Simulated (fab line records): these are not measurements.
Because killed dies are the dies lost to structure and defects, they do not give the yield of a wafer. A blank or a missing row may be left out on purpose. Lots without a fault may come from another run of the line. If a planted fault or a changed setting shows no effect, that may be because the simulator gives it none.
One fault seen from 2 desks ; flow sky130 ; only its own numbers are on each desk; what lay behind them is given at the end

FROM THE METROLOGY DESK
What the gauges read, lot by lot, whatever tool the lot ran on: means of the sampled wafers that have a number. Marked OUT: a lot whose mean sits more than 4 standard deviations from the usual mean, which makes it out of limits; the brackets give that distance. Readings shown: 7 of its 8, picked as those furthest out on some lot.
Columns: A = VIA1_OVL at SKY_VIA1_OVL_MEAS_13, usual -3 nm; B = VIA1_W_RS at SKY_VIA1_RS_MEAS_22, usual 0.425 ohm/sq; C = VIA1_W_THK at SKY_VIA1_THK_MEAS_23, usual 268 nm; D = METAL2_ALCU_RS at SKY_METAL2_RS_MEAS_05, usual 0.1269 ohm/sq; E = METAL2_ALCU_THK at SKY_METAL2_THK_MEAS_06, usual 249.5 nm; F = cd_nm at SKY_METAL2_CD_MEAS_15, usual 139.2 nm; G = METAL2_OVL at SKY_METAL2_OVL_MEAS_16, usual -4 nm
lot;first seen here;A;B;C;D;E;F;G
L278;day 34 20:19;1;0.415;276;0.1269;249.7;140.8;4
L280;day 34 22:23;-4;0.422;270;0.1263;250.3;140.4;0
L281;day 35 07:16;-11;0.424;268;0.1265;250.6;140.5;-2
L282;day 35 20:34;5;0.418;270;0.1250;253.6;138.3;-2
L294;day 39 19:12;5;0.423;269;0.1273;248.1;138.9;4
L298;day 40 13:16;2;0.422;270;0.1290;244.7;136.6;1
L299;day 40 19:29;-1;0.415;273;0.1248;253.7;140.1;-12
Result from this desk: across the 7 lots, nothing is out of limits.

THE TOOL OWNER'S DESK: cmp-02
The tool's own readings at SKY_VIA1_CMP_24 (polishes, stops on SiO2, t overpolish 15 s, target thk 0 nm): means of the sampled wafers that have a number, for each lot that ran on this tool. Marked OUT: a lot whose mean sits more than 4 standard deviations from the usual mean, which makes it out of limits; the brackets give that distance.
Columns: A = motor_current_A at SKY_VIA1_CMP_24, usual 11.2 A; B = overpolish_run_s at SKY_VIA1_CMP_24, usual 15.001 s; C = time_to_endpoint_s at SKY_VIA1_CMP_24, usual 65.4 s
lot;first seen here;A;B;C
L278;day 34 21:35;11.4;15.001;67.8
L280;day 34 23:59;11.2;14.998;56.6
L281;day 35 08:29;12.2;14.994;50.6 (-6.4) OUT
L282;day 35 21:48;10.8;14.988;52.2 (-5.7) OUT
This desk finds L281, L282 out of limits, L281 being first, at day 35 08:29 (time_to_endpoint_s at SKY_VIA1_CMP_24). L278, L280 stayed within limits.

PUT TOGETHER
An alarm could have come from the tool owner's desk at day 35 08:29, on L281, L282.
Nothing out of limits was seen by the metrology desk.
The metrology desk has L281, L282 on record, within its limits.
SKY_VIA1_CMP_24 was run on cmp-02 by each of the lots named.

WHAT WAS PUT IN BY THE SIMULATOR
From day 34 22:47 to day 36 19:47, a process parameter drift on cmp-02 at SKY_VIA1_CMP_24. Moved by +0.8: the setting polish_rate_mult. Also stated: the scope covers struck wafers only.
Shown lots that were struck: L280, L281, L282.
Delay in hours, fault start to first out-of-limits reading, by desk: the tool owner's desk at 10.
